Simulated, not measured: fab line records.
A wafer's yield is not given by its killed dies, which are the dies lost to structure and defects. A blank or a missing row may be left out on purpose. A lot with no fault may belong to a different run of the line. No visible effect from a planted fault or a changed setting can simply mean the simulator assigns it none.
Comparing a struck lot with a sound one :: flow gf180mcu :: 16 steps out of a route of 602
Sound: wafers L259.1, L259.2, L259.5. Struck: wafer L280.5. (L280.3, L280.6 of the same lot were not struck and are left out.) The cause comes at the end.
Per side, at each step with rows, come the tool, then ch with its chambers, and then its first start. Under that, the readings that differ: sound wafers :: struck wafers :: difference of the means :: sigmas: that difference in standard deviations of wafers without a fault.
alike: readings whose means differ by less than 2 such deviations, and words and numbers that are the same on both sides. not compared: withheld readings, readings that some wafer has no value for, bounds like >300 that may hide the same value, and numbers for which the record gives no deviation and whose values overlap.
Wherever a step has rows on one side only, a row that says differs or no value, or a row with sigmas, the two part there. When numbers do not overlap yet have no deviation, they are printed without sigmas and do not part them. A reading missing from all wafers of one side parts the sides only when that side holds two or more wafers.

GF_M4_SPUTTER_04: material TiN, target thk 50 nm, time 41.7 s.
  sound: pvd_sputter-04 at day 23 01:55; struck: pvd_sputter-03 at day 29 17:20
  alike: throttle_valve_pct
GF_M4_RS_MEAS_05: measurement is done with a four-point probe.
  sound: film_metro-03 at day 23 01:58; struck: film_metro-03 at day 29 17:25
reading: M4_ALCU_RS (ohm/sq)
sound: 0.0701 0.0681 0.0681
struck: 0.0709
difference: +0.0021
sigmas: +2
GF_M4_THK_MEAS_06: measures by xrf.
  sound: film_metro-03 at day 23 02:05; struck: film_metro-03 at day 29 17:31
reading: M4_ALCU_THK (nm)
sound: 451 464 465
struck: 444
difference: -16
sigmas: -2
then, 7 steps without rows for these wafers: GF_M4_DEHYDRATE_07 (time 60 s); GF_M4_HMDS_08 (prime time 60 s); GF_M4_COAT_09 (resist thk 1000 nm); GF_M4_SOFTBAKE_10 (time 60 s); GF_M4_EXPOSE_11 (exposes mask Metal4, target cd 280 nm); GF_M4_PEB_12 (peb time 90 s); GF_M4_DEVELOP_13 (develop time 60 s).
GF_M4_CD_MEAS_14 targets a cd of 280 nm.
  sound: cd_sem-01 at day 24 00:29; struck: cd_sem-02 at day 30 12:17
  alike: cd_nm
GF_M4_OVL_MEAS_15:
  sound: overlay-02 at day 24 00:37; struck: overlay-02 at day 30 12:22
  alike: M4_OVL
GF_M4_METAL_ETCH_16: etches the open film in Cl2/BCl3, stops on SiO2, target depth 627.5 nm, time 104.6 s.
  sound on rie_metal-02 ch 0,1, day 24 00:39; struck on rie_metal-04 ch 1, day 30 12:26
reading: oes_product_au (a.u.)
sound: 0.970 0.980 0.986
struck: 0.903
difference: -0.076
sigmas: -10

reading: run_length_s (s)
sound: 132.9 133.3 133.3
struck: 144.3
difference: +11.1
sigmas: +16

reading: throttle_valve_pct (%)
sound: 28.253 28.247 28.248
struck: 28.307
difference: +0.058
sigmas: +5

reading: model.KrF_of_M4_COAT_09.thk_nm (nm)
sound: 739.2 732.9 734.1
struck: 715.1
difference: -20.3
sigmas: 
  alike: drypump_motor_current_A
  not compared: rf_hours_counter_h
GF_M4_STRIP_17: strips in O2/N2.
  sound on plasma_asher-04 ch 0,1, day 24 00:46; struck on plasma_asher-04 ch 0, day 30 12:32
reading: strip_time_to_endpoint_s (s)
sound: 7.93 7.86 7.88
struck: 7.68
difference: -0.21
sigmas: -5
  alike: drypump_motor_current_A, heater_power_w, o2_flow_sccm, oes_product_au
  not compared: rf_hours_counter_h
then, 1 step without rows for these wafers: GF_M4_STRIP_18 (strips in post etch residue remover, time 1200 s).
-- the record jumps here: 4 days lie between the struck wafers' starts before and after (it left off in module M4 and takes up again in module PASSIVATION, whose first step shown is number 602 of the route) --
GF_PASSIVATION_PROBE_99:
  record: rows for the struck wafers here (prober-01, day 34 23:54), none for the sound ones

== WHERE THEY PART ==
Earliest at GF_M4_RS_MEAS_05; latest, in this record, at GF_PASSIVATION_PROBE_99.

WHY: the cause the simulator had injected
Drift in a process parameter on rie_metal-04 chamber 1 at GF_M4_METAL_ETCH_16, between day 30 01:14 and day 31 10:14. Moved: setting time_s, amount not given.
